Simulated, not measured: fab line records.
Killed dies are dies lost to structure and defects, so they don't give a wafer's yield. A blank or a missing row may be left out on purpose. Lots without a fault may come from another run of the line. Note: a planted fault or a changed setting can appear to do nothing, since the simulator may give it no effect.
One fault seen from 2 desks ; flow sky130 ; each desk has only its own numbers; what lay behind them comes last

== AT THE METROLOGY DESK ==
Means of the sampled wafers that have a number, per lot and without regard to the tool the lot ran on: this is what the gauges read. The brackets show how far a lot's mean lies from the usual mean; more than 4 standard deviations puts the lot out of limits, marked OUT.
Columns: A = METAL1_OVL at SKY_METAL1_OVL_MEAS_16, usual 1 nm; B = VIA1_W_RS at SKY_VIA1_RS_MEAS_22, usual 0.428 ohm/sq
lot;first seen here;A;B
L960;day 32 17:49;4;0.436
L961;day 32 18:41;8;0.425
L962;day 32 21:10;1;0.434
L963;day 33 20:07;-1;0.431
L965;day 34 10:22;-3;0.433
L966;day 37 01:13;-0;0.426
L971;day 37 04:45;0;0.421
L969;day 37 06:02;2;0.427
L976;day 37 20:49;5;0.428
L977;day 37 22:05;2;0.431
L980;day 38 16:26;-5;0.419
L982;day 40 11:46;2;0.432
L983;day 40 11:56;3;0.428
Finding of this desk: none of the 13 lots has anything out of limits.

== THE TOOL OWNER'S DESK: litho track-01 ==
At SKY_VIA1_SOFTBAKE_08 (time 90 s), the tool's own readings, given per lot that ran on this tool as the mean of the sampled wafers with a number. The brackets show how far a lot's mean lies from the usual mean; more than 4 standard deviations puts the lot out of limits, marked OUT.
Columns: A = heater power total W at SKY_VIA1_SOFTBAKE_08, usual 57.36 W; B = resist line temp C at SKY_VIA1_SOFTBAKE_08, usual 23.00 C; C = run length s at SKY_VIA1_SOFTBAKE_08, usual 119.06 s
lot;first seen here;A;B;C
L962;day 33 12:00;57.54;22.94;119.12
L963;day 34 11:00;57.41;23.03;119.06
L966;day 37 14:00;57.45;23.07;119.10
L969;day 37 20:00;59.33 (+16) OUT;23.04;110.04 (-69) OUT
L977;day 38 11:00;59.52 (+18) OUT;23.07;110.08 (-69) OUT
Finding of this desk: L969, L977 out of limits; the first was L969 at day 37 20:00, on heater power total W at SKY_VIA1_SOFTBAKE_08. In limits: L962, L963, L966.

== TAKEN TOGETHER ==
The tool owner's desk could have raised an alarm at day 37 20:00, on L969, L977.
Metrology desk: nothing out of limits seen.
The metrology desk has L969, L977 on record, within its limits.
The lots listed all ran SKY_VIA1_SOFTBAKE_08 on litho track-01.

== WHAT THE SIMULATOR HAD PUT IN ==
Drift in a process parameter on litho track-01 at SKY_VIA1_SOFTBAKE_08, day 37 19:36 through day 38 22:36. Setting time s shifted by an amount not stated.
Shown lots that were struck: L969, L977.
Time in hours from fault onset to the first out-of-limits reading at each desk: the tool owner's desk, 0.
